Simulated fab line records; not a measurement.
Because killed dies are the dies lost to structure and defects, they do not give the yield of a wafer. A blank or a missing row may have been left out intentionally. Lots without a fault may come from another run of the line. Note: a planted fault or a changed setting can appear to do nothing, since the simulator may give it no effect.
A lot that was struck, set against a sound lot | flow sky130 | 44 steps out of a route of 708
Sound: wafers L992.1, L992.2, L992.3. Struck: wafers L999.2, L999.4, L999.5. The cause is given at the end.
At each step with rows: each side's tool, then ch and its chambers, then its first start. Under that, the readings that differ: sound wafers | struck wafers | difference of the means | sigmas: that difference in standard deviations of wafers without a fault.
alike: readings whose means differ by less than 2 such deviations, and words and numbers that are the same on both sides. not compared: withheld readings, readings that some wafer has no value for, bounds like >300 that may hide the same value, and numbers for which the record gives no deviation and whose values overlap.
The two part at a step that has a row with sigmas, a row that says differs or no value, or rows on one side only. When numbers do not overlap yet have no deviation, they are printed without sigmas and do not part them. A reading that every wafer of one side lacks parts them only if that side has two wafers or more.

first, 8 steps without rows for these wafers: SKY_DNWELL_DEHYDRATE_00 (time 60 s); SKY_DNWELL_HMDS_01 (prime time 60 s); SKY_DNWELL_COAT_02 (resist thk 3000 nm); SKY_DNWELL_SOFTBAKE_03; SKY_DNWELL_EXPOSE_04 (exposes mask DNM, target cd 3000 nm); SKY_DNWELL_PEB_05; SKY_DNWELL_DEVELOP_06 (develop time 60 s); SKY_DNWELL_IMPLANT_07.
SKY_DNWELL_STRIP_08: strips in O2/N2.
  sound on plasma-asher-03 ch 0,1, day 5 08:59; struck on plasma-asher-04 ch 0, day 7 04:39
  alike: chamber-pressure-mTorr, drypump-motor-current-A, o2-flow-sccm, oes-product-au, strip-time-to-endpoint-s
  not compared: rf-hours-counter-h
SKY_DNWELL_TW_MEAS_09:
  sound on film-metro-03 at day 5 09:05; struck on film-metro-04 at day 7 04:46
  alike: DNWELL_TW
then, 2 steps without rows for these wafers: SKY_PWDE_DEHYDRATE_00 (time 60 s); SKY_PWDE_HMDS_01 (prime time 60 s).
SKY_PWDE_COAT_02: resist thk 3000 nm.
  sound on litho-track-02 ch 0, day 5 17:38; struck on litho-track-02, day 7 14:04
  no value came back on the struck wafers for chill-plate-temp-C (C), dispense-pressure-kPa (kPa); on the sound wafers chill-plate-temp-C (C) reads 23.11 22.96 23.13
then, 4 steps without rows for these wafers: SKY_PWDE_SOFTBAKE_03; SKY_PWDE_EXPOSE_04 (exposes mask PWDEM, target cd 840 nm); SKY_PWDE_PEB_05; SKY_PWDE_DEVELOP_06 (develop time 60 s).
SKY_PWDE_OVL_MEAS_07:
  sound on overlay-01 at day 6 02:14; struck on overlay-02 at day 8 00:39
  reading       | sound       | struck | difference                    | sigmas
  PWDE_OVL (nm) | 1.2 0.7 1.4 | - - -  | no value on the struck wafers |
then, 1 step without rows for these wafers: SKY_PWDE_IMPLANT_08.
SKY_PWDE_STRIP_09: strips in O2/N2.
  sound on plasma-asher-04 ch 0,1, day 6 02:26; struck on plasma-asher-02 ch 0,1, day 8 00:50
  no value came back on the struck wafers for oes-product-au (a.u.), strip-time-to-endpoint-s (s); on the sound wafers oes-product-au (a.u.) reads 0.728 0.712 0.720
  alike: chamber-pressure-mTorr, drypump-motor-current-A, o2-flow-sccm
  not compared: rf-hours-counter-h
SKY_PWDE_TW_MEAS_10:
  sound on film-metro-03 at day 6 02:32; struck on film-metro-01 at day 8 00:56
  alike: PWDE_TW
then, 7 steps without rows for these wafers: SKY_NWELL_DEHYDRATE_03 (time 60 s); SKY_NWELL_HMDS_04 (prime time 60 s); SKY_NWELL_COAT_05 (resist thk 3000 nm); SKY_NWELL_SOFTBAKE_06; SKY_NWELL_EXPOSE_07 (exposes mask NWM, target cd 840 nm); SKY_NWELL_PEB_08; SKY_NWELL_DEVELOP_09 (develop time 60 s).
SKY_NWELL_OVL_MEAS_10:
  sound on overlay-01 at day 6 21:29; struck on overlay-02 at day 8 21:33
  reading           | sound          | struck      | difference | sigmas
  NWELL_00_OVL (nm) | -4.1 -5.0 -3.2 | 0.8 2.7 2.1 | +6.0       | +4
then, 3 steps without rows for these wafers: SKY_NWELL_IMPLANT_11; SKY_NWELL_IMPLANT_12; SKY_NWELL_IMPLANT_13.
SKY_NWELL_STRIP_14: strips in O2/N2.
  sound on plasma-asher-02 ch 0,1, day 6 21:59; struck on plasma-asher-03 ch 0,1, day 8 22:02
  alike: chamber-pressure-mTorr, drypump-motor-current-A, o2-flow-sccm, oes-product-au, strip-time-to-endpoint-s
  not compared: rf-hours-counter-h
SKY_NWELL_TW_MEAS_15:
  sound on film-metro-01 at day 6 22:05; struck on film-metro-03 at day 8 22:08
  alike: NWELL_TW
then, 7 steps without rows for these wafers: SKY_NWELL_DEHYDRATE_16 (time 60 s); SKY_NWELL_HMDS_17 (prime time 60 s); SKY_NWELL_COAT_18 (resist thk 3000 nm); SKY_NWELL_SOFTBAKE_19; SKY_NWELL_EXPOSE_20 (exposes mask NWM COMPLEMENT, target cd 840 nm); SKY_NWELL_PEB_21; SKY_NWELL_DEVELOP_22 (develop time 60 s).
SKY_NWELL_OVL_MEAS_23:
  sound on overlay-01 at day 7 17:41; struck on overlay-01 at day 9 19:48
  alike: NWELL_01_OVL
SKY_NWELL_TW_MEAS_26:
  sound on film-metro-04 at day 7 17:59; struck on film-metro-03 at day 9 20:19
  reading    | sound       | struck      | difference | sigmas
  NWELL_2_TW | 504 503 499 | 547 548 547 | +45        | +8
  not compared: hold
-- the record jumps here: 40 days lie between the struck wafers' starts before and after (it left off in module NWELL and takes up again in module PAD_OPEN, whose first step shown is number 708 of the route) --
SKY_PAD_OPEN_PROBE_99:
  sound on prober-02 at day 48 08:19; struck on prober-02 at day 50 05:52
  reading             | sound    | struck                                                               | difference                   | sigmas
  hold                | - - -    | await-dispo/1.0h/scrap await-dispo/1.0h/scrap await-dispo/1.0h/scrap | no value on the sound wafers |
  killed-at-front-end | 22 14 10 | 426 431 439                                                          | +417                         | +99 or more
  killed-dies         | 77 85 66 | 492 492 492                                                          | +416                         | +50
  killed-on-rim       | 17 17 18 | 96 96 96                                                             | +79                          | +22
  alike: killed_at_M0_to_M3, killed_at_M4_up, killed-at-contacts, killed-at-other, killed-open, killed-short

WHERE THEY PART
Earliest at SKY_PWDE_COAT_02; latest, in this record, at SKY_PAD_OPEN_PROBE_99.

WHY: what had been put in by the simulator
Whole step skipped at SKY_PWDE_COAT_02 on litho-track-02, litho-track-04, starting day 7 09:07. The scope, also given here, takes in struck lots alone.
